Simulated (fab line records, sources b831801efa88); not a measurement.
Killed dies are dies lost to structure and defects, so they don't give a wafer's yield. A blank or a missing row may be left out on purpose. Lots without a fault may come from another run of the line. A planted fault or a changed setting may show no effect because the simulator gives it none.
Which tool did it? | flow gf180mcu | 7 lots, 21 wafers sampled, at 2 steps of a route of 602

WHAT THE GAUGES READ, wafer by wafer
GF_M2_CD_MEAS_14: target cd 280 nm.
lot  | measured     | on        | cd_nm (nm)
L183 | day 19 15:31 | cd_sem-02 | 280.6 280.0 278.5
L187 | day 21 11:08 | cd_sem-02 | 280.2 278.7 278.4
L189 | day 22 02:49 | cd_sem-01 | 280.7 280.6 280.5
L191 | day 22 19:53 | cd_sem-01 | 282.2 281.7 281.5
L200 | day 25 15:28 | cd_sem-02 | 278.6 277.8 278.4
L202 | day 26 04:32 | cd_sem-01 | 280.8 282.6 282.3
L204 | day 26 22:04 | cd_sem-02 | 278.8 279.2 278.6

WHICH TOOL RAN EACH LOT (tool, then ch and the chambers of the sampled wafers, then the start)
lot  | GF_V1_CMP_26
L183 | cmp-02 ch 0,3, day 18 14:47
L187 | cmp-01 ch 1,2, day 20 10:36
L189 | cmp-02 ch 2,3, day 21 03:22
L191 | cmp-01 ch 0,1,3, day 21 19:44
L200 | cmp-01 ch 0,1,2, day 24 17:23
L202 | cmp-02 ch 0,1,2, day 25 07:13
L204 | cmp-02 ch 0,2,3, day 26 01:29
- GF_V1_CMP_26: polishes, stops on SiO2, t overpolish 15 s, target thk 0 nm.

THE ANSWER, worked out from the rows above alone
Rule: what is usual is taken from the lots themselves. Put in order of their means at a reading, lots are off if they are a third of the lots or fewer, leave a main group of 4 or more, and stand apart from it by a gap of 3 or more times the standard deviation of the main group's means; of several such gaps the widest counts. A main group whose means are all the same, to the digits that the tables above print for the reading, isn't used. A lot without any number at a reading at which 4 lots or more have one is off too. The other lots that the step has rows for count as sound.
No lot is off at any reading shown: from this, nothing can be told.

WHAT THE SIMULATOR HAD PUT IN
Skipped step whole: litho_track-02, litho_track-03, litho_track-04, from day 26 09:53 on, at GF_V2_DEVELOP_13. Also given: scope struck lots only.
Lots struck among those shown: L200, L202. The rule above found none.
